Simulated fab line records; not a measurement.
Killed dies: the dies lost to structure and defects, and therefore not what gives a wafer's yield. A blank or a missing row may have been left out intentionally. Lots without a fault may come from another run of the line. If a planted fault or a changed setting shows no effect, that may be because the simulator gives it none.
fab line records | flow sky130
record: lots: 12 | wafers: 36 | last_day: 50
route steps=708 shown SONOS_ONO@173 POLY_GATE@232 PAD_OPEN@708
lots untouched by any fault: they come from a run of this same line in which no faults occurred
start_h: hours from the record's first day to the start of the lot's first wafer shown | wait_h: hours since the lot's step before | " unchanged from the row above | L1.1+2: several wafers, shown together as one row | - no value present, or no start provided | * or withheld: withheld | < > ~ a bound
route shown NAME@n: NAME is a module with steps in the file, n the number in the route of the first one | usual: the fault-free wafers' mean and standard deviation | same: alike in all rows | chamber/n: place in a boat | sites: the reading at each site | _std_site: standard deviation across them | _edge_site: mean of outer sites minus mean of inner sites | radius_mm: how far each site lies from the wafer's centre | mask NAME#n: copy n | behind: the last tool/chamber to shape the wafer | hold: the reason the lot was held/the length of the hold in hours/how it ended | device: the transistor (n, p or np) that didn't switch | end of line: the tests these same wafers got at the end of their route | a step without rows: its recipe alone | killed: the dies lost at the first sort to structure and to defects; this is not the yield of the wafer | map: a wafer's dies, marking killed ones x, the rest . and places with no die _
set.NAME: the setting that was run; set.NAME@STEP: the one run at that earlier step | model.NAME: the simulator's own value behind a step, which no gauge read
steps of the route over a sample of lots; a table a step, a row a wafer
services: the hour from which a tool's chamber was out of use, counted from the record's first day as start_h (under 0 if before that day), plus the number of hours and why
== steps ==
step: SKY_SONOS_ONO_THK_MEAS_05
recipe: reads: SiO2_of_SONOS_ONO_CVD_04
usual: SONOS_ONO_CVD_04_THK: 5.66/0.12
lot.wafer | tool          | chamber | start_h | wait_h | SONOS_ONO_CVD_04_THK[nm]
L394.2    | film_metro-04 | -       | 252.63  | 0.0    | 5.75
L394.4    | "             | -       | "       | "      | 5.63
L394.5    | "             | -       | "       | "      | 5.68
L395.1    | film_metro-04 | -       | 263.72  | 0.0    | 5.75
L395.4    | "             | -       | "       | "      | 5.78
L395.6    | "             | -       | "       | "      | 5.70
L397.1    | film_metro-02 | -       | 279.06  | 0.0    | 5.49
L397.4    | "             | -       | "       | "      | 5.48
L397.5    | "             | -       | "       | "      | 5.50
L398.4    | film_metro-01 | -       | 287.23  | 0.0    | 5.72
L398.5    | "             | -       | "       | "      | 5.76
L398.6    | "             | -       | "       | "      | 5.76
L405.2    | film_metro-04 | -       | 343.68  | 0.0    | 5.61
L405.3    | "             | -       | "       | "      | 5.69
L405.6    | "             | -       | "       | "      | 5.61
L408.2    | film_metro-02 | -       | 365.22  | 0.0    | 5.84
L408.4    | "             | -       | "       | "      | 5.80
L408.5    | "             | -       | "       | "      | 5.73
L409.3    | film_metro-02 | -       | 372.65  | 0.0    | 5.67
L409.5    | "             | -       | "       | "      | 5.71
L409.6    | "             | -       | "       | "      | 5.78
L411.2    | film_metro-01 | -       | 388.51  | 0.0    | 5.66
L411.3    | "             | -       | "       | "      | 5.61
L411.6    | "             | -       | "       | "      | 5.57
L413.1    | film_metro-02 | -       | 405.12  | 0.0    | 5.80
L413.3    | "             | -       | "       | "      | 5.75
L413.5    | "             | -       | "       | "      | 5.72
L414.1    | film_metro-02 | -       | 409.96  | 0.0    | 5.71
L414.4    | "             | -       | "       | "      | 5.74
L414.6    | "             | -       | "       | "      | 5.60
L415.2    | film_metro-02 | -       | 421.38  | 0.0    | 5.67
L415.3    | "             | -       | "       | "      | 5.64
L415.6    | "             | -       | "       | "      | 5.68
L416.1    | film_metro-04 | -       | 427.21  | 0.0    | 5.70
L416.2    | "             | -       | "       | "      | 5.61
L416.3    | "             | -       | "       | "      | 5.71
step: SKY_SONOS_ONO_ETCH_15
recipe: target_depth_nm: 19.52 | chemistry: CHF3/O2 | source_w: 600 | bias_w: 200 | pressure_mtorr: 40 | chf3_flow_sccm: 50 | O2_flow_sccm: 5 | time_s: 7.8
usual: drypump_motor_current_A: 5.9/0.39 | oes_product_au: 1.003/0.012 | rf_fwd_power_W: 590.6/2.7 | throttle_valve_pct: 8.825/0.0096
lot.wafer | tool        | chamber | start_h | wait_h | drypump_motor_current_A | oes_product_au | rf_fwd_power_W | rf_hours_counter_h | throttle_valve_pct
L394.2    | rie_diel-02 | 2       | 275.96  | 0.0    | 5.5                     | 1.001          | 591.1          | 7                  | 8.838
L394.4    | "           | 1       | "       | "      | 5.6                     | 0.985          | 598.8          | 98                 | 8.815
L394.5    | "           | 2       | "       | "      | 5.4                     | 0.999          | 591.1          | -                  | 8.831
L395.1    | rie_diel-01 | 0       | 287.62  | 0.0    | 5.7                     | 1.014          | 588.8          | 0                  | 8.832
L395.4    | "           | 1       | "       | "      | 5.5                     | 1.023          | 594.4          | -                  | 8.818
L395.6    | "           | 2       | "       | "      | 6.2                     | 1.011          | 589.2          | -                  | 8.800
L397.1    | rie_diel-01 | 1       | 304.41  | 0.0    | 5.5                     | 1.012          | 594.3          | 28                 | 8.823
L397.4    | "           | 0       | "       | "      | 5.8                     | 1.013          | 589.9          | -                  | 8.819
L397.5    | "           | 2       | "       | "      | 6.2                     | 1.022          | 586.4          | -                  | 8.830
L398.4    | rie_diel-02 | 3       | 312.52  | 0.0    | 6.0                     | 0.983          | 590.0          | 100                | 8.828
L398.5    | "           | 3       | "       | "      | 6.0                     | 0.993          | 594.5          | -                  | 8.825
L398.6    | "           | 0       | "       | "      | 5.9                     | 1.008          | 590.9          | -                  | 8.817
L405.2    | rie_diel-04 | 2       | 371.22  | 0.0    | 5.8                     | 1.022          | 591.1          | 71                 | 8.826
L405.3    | "           | 3       | "       | "      | 5.2                     | 1.010          | 587.0          | 62                 | 8.835
L405.6    | "           | 1       | "       | "      | 6.6                     | 1.006          | 587.4          | -                  | 8.808
L408.2    | rie_diel-04 | 1       | 393.72  | 0.0    | 6.6                     | 0.992          | 585.6          | 83                 | 8.824
L408.4    | "           | 3       | "       | "      | 5.2                     | 1.003          | 588.4          | 63                 | 8.809
L408.5    | "           | 3       | "       | "      | 5.2                     | 1.004          | 586.8          | -                  | 8.827
L409.3    | rie_diel-01 | 3       | 402.17  | 0.0    | 6.3                     | 0.976          | 595.7          | 2                  | 8.820
L409.5    | "           | 3       | "       | "      | 6.3                     | 0.986          | 593.9          | -                  | 8.823
L409.6    | "           | 0       | "       | "      | 5.7                     | 1.020          | 587.4          | -                  | 8.852
L411.2    | rie_diel-02 | 0       | 418.22  | 0.0    | 5.9                     | 0.998          | 586.9          | 77                 | 8.826
L411.3    | "           | 1       | "       | "      | 5.6                     | 0.982          | 590.9          | 100                | 8.822
L411.6    | "           | 3       | "       | "      | 6.0                     | 0.989          | 592.3          | -                  | 8.837
L413.1    | rie_diel-04 | 1       | 435.96  | 0.0    | 6.6                     | 1.005          | 589.2          | 84                 | 8.831
L413.3    | "           | 2       | "       | "      | 5.8                     | 1.014          | 593.5          | 72                 | 8.821
L413.5    | "           | 3       | "       | "      | 5.3                     | 1.016          | 589.8          | -                  | 8.804
L414.1    | rie_diel-01 | 1       | 440.97  | 0.0    | 5.5                     | 1.022          | 590.1          | 31                 | 8.834
L414.4    | "           | 0       | "       | "      | 5.7                     | 1.004          | 589.9          | -                  | 8.822
L414.6    | "           | 1       | "       | "      | 5.5                     | 1.021          | 595.9          | -                  | 8.827
L415.2    | rie_diel-02 | 1       | 452.86  | 0.0    | 5.6                     | 0.980          | 590.5          | 101                | 8.825
L415.3    | "           | 2       | "       | "      | 5.4                     | 1.009          | 592.4          | 10                 | 8.816
L415.6    | "           | 0       | "       | "      | 5.8                     | 0.994          | 592.0          | -                  | 8.821
L416.1    | rie_diel-04 | 2       | 458.56  | 0.0    | 5.8                     | 1.018          | 595.1          | 73                 | 8.828
L416.2    | "           | 0       | "       | "      | 6.3                     | 0.992          | 590.8          | 22                 | 8.818
L416.3    | "           | 3       | "       | "      | 5.2                     | 1.006          | 587.9          | 64                 | 8.827
step: SKY_POLY_GATE_STRIP_18
recipe: chemistry: O2/N2 | power_w: 1400 | pressure_mtorr: 1500 | platen_temp_c: withheld | o2_flow_sccm: 3000 | n2_flow_sccm: 300 | overash_fraction: 0.5
usual: chamber_pressure_mTorr: 1500.1/1.4 | drypump_motor_current_A: 5.8/0.38 | oes_product_au: 0.361/0.0046 | strip_time_to_endpoint_s: 3.16/0.042
lot.wafer | tool            | chamber | start_h | wait_h | chamber_pressure_mTorr | drypump_motor_current_A | oes_product_au | rf_hours_counter_h | strip_time_to_endpoint_s
L394.2    | plasma_asher-04 | 1       | 360.94  | 0.0    | 1498.6                 | 5.9                     | 0.367          | 66                 | 3.20
L394.4    | "               | 0       | "       | "      | 1500.3                 | 5.7                     | 0.372          | -                  | 3.19
L394.5    | "               | 1       | "       | "      | 1499.9                 | 5.9                     | 0.363          | -                  | 3.20
L395.1    | plasma_asher-04 | 1       | 377.00  | 0.0    | 1499.7                 | 6.0                     | 0.365          | 68                 | 3.20
L395.4    | "               | 1       | "       | "      | 1501.1                 | 6.0                     | 0.356          | -                  | 3.16
L395.6    | "               | 1       | "       | "      | 1501.2                 | 5.9                     | 0.366          | -                  | 3.18
L397.1    | plasma_asher-03 | 0       | 396.64  | 0.0    | 1498.6                 | 5.1                     | 0.363          | 71                 | 3.25
L397.4    | "               | 0       | "       | "      | 1499.7                 | 5.1                     | 0.363          | -                  | 3.22
L397.5    | "               | 0       | "       | "      | 1500.8                 | 5.1                     | 0.367          | -                  | 3.22
L398.4    | plasma_asher-04 | 1       | 412.66  | 0.0    | 1501.3                 | 5.9                     | 0.360          | -                  | 3.20
L398.5    | "               | 1       | "       | "      | 1501.3                 | 5.9                     | 0.363          | -                  | 3.16
L398.6    | "               | 0       | "       | "      | 1501.1                 | 5.6                     | 0.369          | -                  | 3.10
L405.2    | plasma_asher-04 | 0       | 473.30  | 0.0    | 1502.2                 | 5.6                     | 0.367          | 4                  | 3.17
L405.3    | "               | 1       | "       | "      | 1498.5                 | 5.9                     | 0.359          | -                  | 3.15
L405.6    | "               | 1       | "       | "      | 1499.0                 | 5.9                     | 0.365          | -                  | 3.19
L408.2    | plasma_asher-03 | 1       | 495.35  | 0.0    | -                      | -                       | -              | -                  | -
L408.4    | "               | 1       | "       | "      | -                      | -                       | -              | -                  | -
L408.5    | "               | 1       | "       | "      | -                      | -                       | -              | -                  | -
L409.3    | plasma_asher-03 | 0       | 506.18  | 0.1    | -                      | -                       | -              | -                  | -
L409.5    | "               | 1       | "       | "      | -                      | -                       | -              | -                  | -
L409.6    | "               | 0       | "       | "      | -                      | -                       | -              | -                  | -
L411.2    | plasma_asher-03 | 0       | 519.90  | 0.0    | 1498.9                 | 5.2                     | 0.354          | 85                 | 3.08
L411.3    | "               | 1       | "       | "      | 1500.7                 | 6.0                     | 0.355          | -                  | 3.18
L411.6    | "               | 0       | "       | "      | 1500.7                 | 5.1                     | 0.352          | -                  | 3.08
L413.1    | plasma_asher-03 | 1       | 539.40  | 0.0    | 1501.4                 | 6.0                     | 0.364          | 86                 | 3.17
L413.3    | "               | 1       | "       | "      | 1499.4                 | 6.0                     | 0.357          | -                  | 3.15
L413.5    | "               | 0       | "       | "      | 1501.4                 | 5.1                     | 0.360          | -                  | 3.10
L414.1    | plasma_asher-01 | 0       | 543.10  | 0.0    | 1499.2                 | 6.4                     | 0.355          | 71                 | 3.18
L414.4    | "               | 0       | "       | "      | 1498.1                 | 6.3                     | 0.356          | -                  | 3.12
L414.6    | "               | 1       | "       | "      | 1500.2                 | 5.5                     | 0.364          | -                  | 3.16
L415.2    | plasma_asher-01 | 0       | 555.69  | 0.0    | 1499.1                 | 6.4                     | 0.358          | 73                 | 3.07
L415.3    | "               | 0       | "       | "      | 1498.8                 | 6.4                     | 0.361          | -                  | 3.12
L415.6    | "               | 0       | "       | "      | 1503.2                 | 6.4                     | 0.363          | -                  | 3.15
L416.1    | plasma_asher-04 | 0       | 559.19  | 0.0    | 1499.4                 | 5.6                     | 0.361          | 13                 | 3.21
L416.2    | "               | 1       | "       | "      | 1500.2                 | 5.9                     | 0.360          | 13                 | 3.21
L416.3    | "               | 0       | "       | "      | 1501.1                 | 5.6                     | 0.366          | -                  | 3.18
step: SKY_POLY_GATE_CD_MEAS_22
usual: cd_nm: 150.2/2.1
lot.wafer | tool      | chamber | start_h | wait_h | cd_nm
L394.2    | cd_sem-01 | -       | 364.71  | 0.1    | 151.8
L394.4    | "         | -       | "       | "      | 146.3
L394.5    | "         | -       | "       | "      | 151.0
L395.1    | cd_sem-01 | -       | 379.76  | 0.1    | 151.3
L395.4    | "         | -       | "       | "      | 148.1
L395.6    | "         | -       | "       | "      | 151.0
L397.1    | cd_sem-01 | -       | 399.22  | 0.1    | 150.9
L397.4    | "         | -       | "       | "      | 154.0
L397.5    | "         | -       | "       | "      | 150.5
L398.4    | cd_sem-01 | -       | 414.51  | 0.1    | 151.0
L398.5    | "         | -       | "       | "      | 153.1
L398.6    | "         | -       | "       | "      | 153.9
L405.2    | cd_sem-02 | -       | 474.79  | 0.1    | 148.6
L405.3    | "         | -       | "       | "      | 151.7
L405.6    | "         | -       | "       | "      | 148.2
L408.2    | cd_sem-01 | -       | 496.84  | 0.1    | 148.8
L408.4    | "         | -       | "       | "      | 150.0
L408.5    | "         | -       | "       | "      | 148.1
L409.3    | cd_sem-01 | -       | 507.67  | 0.1    | 148.8
L409.5    | "         | -       | "       | "      | 151.1
L409.6    | "         | -       | "       | "      | 150.1
L411.2    | cd_sem-01 | -       | 521.39  | 0.1    | 154.2
L411.3    | "         | -       | "       | "      | 149.3
L411.6    | "         | -       | "       | "      | 153.6
L413.1    | cd_sem-02 | -       | 541.30  | 0.1    | 152.0
L413.3    | "         | -       | "       | "      | 152.5
L413.5    | "         | -       | "       | "      | 149.5
L414.1    | cd_sem-01 | -       | 544.56  | 0.1    | 148.5
L414.4    | "         | -       | "       | "      | 148.9
L414.6    | "         | -       | "       | "      | 147.6
L415.2    | cd_sem-02 | -       | 557.18  | 0.1    | 149.6
L415.3    | "         | -       | "       | "      | 150.7
L415.6    | "         | -       | "       | "      | 151.4
L416.1    | cd_sem-02 | -       | 560.65  | 0.1    | 149.9
L416.2    | "         | -       | "       | "      | 151.3
L416.3    | "         | -       | "       | "      | 150.8
step: SKY_PAD_OPEN_PROBE_99
usual: killed_at_M0_to_M3: 43/7.9 | killed_at_M4_up: 2.9/1.8 | killed_at_contacts: 24/5.5 | killed_at_front_end: 15/4.2 | killed_at_other: 0.2/0.46 | killed_dies: 86/11 | killed_on_rim: 17/4.1 | killed_open: 47/8.1 | killed_short: 39/6.4
same: gross_dies: 492 | killed_at_back_side: 0
lot.wafer | tool      | chamber | start_h | wait_h | killed_at_M0_to_M3 | killed_at_M4_up | killed_at_contacts | killed_at_front_end | killed_at_other | killed_dies | killed_on_rim | killed_open | killed_short
L408.2    | prober-01 | -       | 1163.40 | 0.1    | 41                 | 3               | 15                 | 432                 | 1               | 492         | 96            | 41          | 36
L408.4    | prober-01 | -       | 1163.50 | 0.2    | 59                 | 2               | 24                 | 407                 | 0               | 492         | 96            | 65          | 45
L408.5    | prober-01 | -       | 1163.55 | 0.2    | 51                 | 2               | 17                 | 421                 | 1               | 492         | 96            | 53          | 33
L409.3    | prober-02 | -       | 1168.98 | 0.2    | 51                 | 3               | 27                 | 411                 | 0               | 492         | 96            | 58          | 43
L409.5    | prober-02 | -       | 1169.08 | 0.2    | 48                 | 1               | 22                 | 421                 | 0               | 492         | 96            | 52          | 35
L409.6    | prober-02 | -       | 1169.13 | 0.2    | 51                 | 1               | 14                 | 426                 | 0               | 492         | 96            | 45          | 35
L414.1    | prober-01 | -       | 1189.01 | 0.1    | 44                 | 3               | 31                 | 18                  | 0               | 96          | 24            | 51          | 45
L414.4    | prober-01 | -       | 1189.16 | 0.2    | 48                 | 4               | 21                 | 14                  | 0               | 87          | 15            | 38          | 49
L414.6    | prober-01 | -       | 1189.26 | 0.2    | 67                 | 2               | 27                 | 11                  | 0               | 107         | 21            | 61          | 46
killed by level:class
L408.2 POLY_GATE:area_oxidation=415 VIA3:geometric_particle:open=9 VIA2:geometric_particle:open=6 VIA3:geometric_particle:short=5 FIELD_ISO:geometric_particle:short=4 FIELD_ISO:geometric_particle:open=4 CONTACT:geometric_particle:open=4 METAL1:geometric_particle:short=4
L408.4 POLY_GATE:area_oxidation=382 VIA1:geometric_particle:open=13 VIA3:geometric_particle:open=10 POLY_GATE:geometric_particle:open=9 CONTACT:geometric_particle:open=8 VIA2:geometric_particle:open=8 LI_CONTACT:geometric_particle:open=7 METAL2:geometric_particle:short=7
L408.5 POLY_GATE:area_oxidation=406 VIA1:geometric_particle:open=14 VIA3:geometric_particle:open=7 CONTACT:geometric_particle:open=7 METAL1:geometric_particle:short=6 VIA2:geometric_particle:open=6 VIA3:geometric_particle:short=5 LI_CONTACT:geometric_particle:open=5
L409.3 POLY_GATE:area_oxidation=391 VIA1:geometric_particle:open=14 VIA2:geometric_particle:open=9 CONTACT:geometric_particle:open=8 LI_CONTACT:geometric_particle:open=8 FIELD_ISO:geometric_particle:short=7 VIA1:geometric_particle:short=7 VIA3:geometric_particle:open=6
L409.5 POLY_GATE:area_oxidation=405 VIA1:geometric_particle:open=11 VIA2:geometric_particle:open=11 FIELD_ISO:geometric_particle:open=8 CONTACT:geometric_particle:open=7 METAL1:geometric_particle:short=7 CONTACT:geometric_particle:short=6 VIA3:geometric_particle:open=6
L409.6 POLY_GATE:area_oxidation=412 VIA2:geometric_particle:open=12 VIA1:geometric_particle:open=11 METAL1:geometric_particle:short=7 LI_CONTACT:geometric_particle:open=6 CONTACT:geometric_particle:open=6 METAL2:geometric_particle:short=6 FIELD_ISO:geometric_particle:short=5
L414.1 CONTACT:geometric_particle:open=14 METAL1:geometric_particle:short=8 VIA2:geometric_particle:open=8 CONTACT:geometric_particle:short=7 VIA1:geometric_particle:open=6 FIELD_ISO:geometric_particle:short=5 LI_CONTACT:geometric_particle:open=5 POLY_GATE:geometric_particle:short=4
L414.4 METAL1:geometric_particle:short=9 VIA2:geometric_particle:open=7 VIA1:geometric_particle:open=7 LI_CONTACT:geometric_particle:open=6 CONTACT:geometric_particle:open=6 METAL2:geometric_particle:short=6 FIELD_ISO:geometric_particle:short=4 FIELD_ISO:geometric_particle:open=4
L414.6 VIA2:geometric_particle:open=13 CONTACT:geometric_particle:open=12 VIA3:geometric_particle:open=12 METAL3:geometric_particle:short=9 METAL2:geometric_particle:short=7 LI_CONTACT:geometric_particle:open=6 VIA1:geometric_particle:open=6 VIA2:geometric_particle:short=5
== services ==
tool            | chamber | start_h | hours | kind
rie_diel-01     | 0       | 252.80  | 14.3  | repair
rie_diel-01     | -       | 269.13  | 14.6  | pm
rie_diel-04     | 1       | 273.45  | 18.2  | repair
rie_diel-02     | -       | 282.23  | 2.8   | pm
rie_diel-04     | 1       | 316.25  | 16.3  | repair
rie_diel-04     | -       | 359.10  | 0.3   | repair
rie_diel-01     | 1       | 359.60  | 9.9   | repair
rie_diel-04     | 1       | 359.99  | 4.8   | repair
plasma_asher-04 | -       | 372.60  | 2.8   | repair
rie_diel-02     | 1       | 385.54  | 2.9   | repair
plasma_asher-03 | -       | 390.90  | 0.8   | repair
rie_diel-02     | 2       | 395.18  | 7.4   | repair
rie_diel-02     | 2       | 414.28  | 7.2   | repair
plasma_asher-04 | -       | 417.02  | 1.9   | repair
plasma_asher-04 | -       | 421.25  | 9.0   | pm
rie_diel-01     | -       | 438.62  | 1.2   | repair
rie_diel-01     | 2       | 440.69  | 8.2   | repair
rie_diel-04     | 3       | 450.06  | 5.8   | repair
rie_diel-04     | 3       | 464.90  | 6.5   | repair
rie_diel-04     | 3       | 502.33  | 9.1   | repair
rie_diel-02     | 1       | 515.47  | 8.6   | repair
rie_diel-04     | 1       | 519.63  | 22.7  | repair
rie_diel-02     | 0       | 522.93  | 4.4   | repair
rie_diel-02     | 1       | 539.99  | 2.4   | repair
== key ==
first_sign: step: SKY_POLY_GATE_STRIP_18 | reading: tool_record | direction: missing
effect: step: SKY_PAD_OPEN_PROBE_99 | reading: killed_at_front_end | direction: up | sigmas: 96 | usual: 15 | struck: 420
more_kills_born_at: SKY_POLY_GATE_OXIDATION_20@furnace-01: 1208 | SKY_POLY_GATE_OXIDATION_20@furnace-02: 1203
met_at SKY_POLY_GATE_STRIP_18
struck_lots L408,L409
later_rows_left_out L408.2,L408.4,L408.5,L409.3,L409.5,L409.6
tester_left_out L408,L409
not_acting_at SKY_SONOS_ONO_THK_MEAS_05,SKY_SONOS_ONO_ETCH_15,SKY_POLY_GATE_CD_MEAS_22
onset_between 396.64 495.35
fault: kind: skipped_step_whole | tool: plasma_asher-03 | chamber: - | onset_h: 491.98 | steps: SKY_POLY_GATE_STRIP_18 | scope: struck_lots_only
tester_left_out: of these lots the tester's yield and bins aren't shown, on N5 and GAA mostly nor the transistor test; their killed dies are dies lost to structure and defects alone, not to doping, threshold or leakage, so they don't give the yield
later_rows_left_out: the simulator's readings of these wafers behind a module that went badly wrong aren't trusted and aren't shown, but for the sort
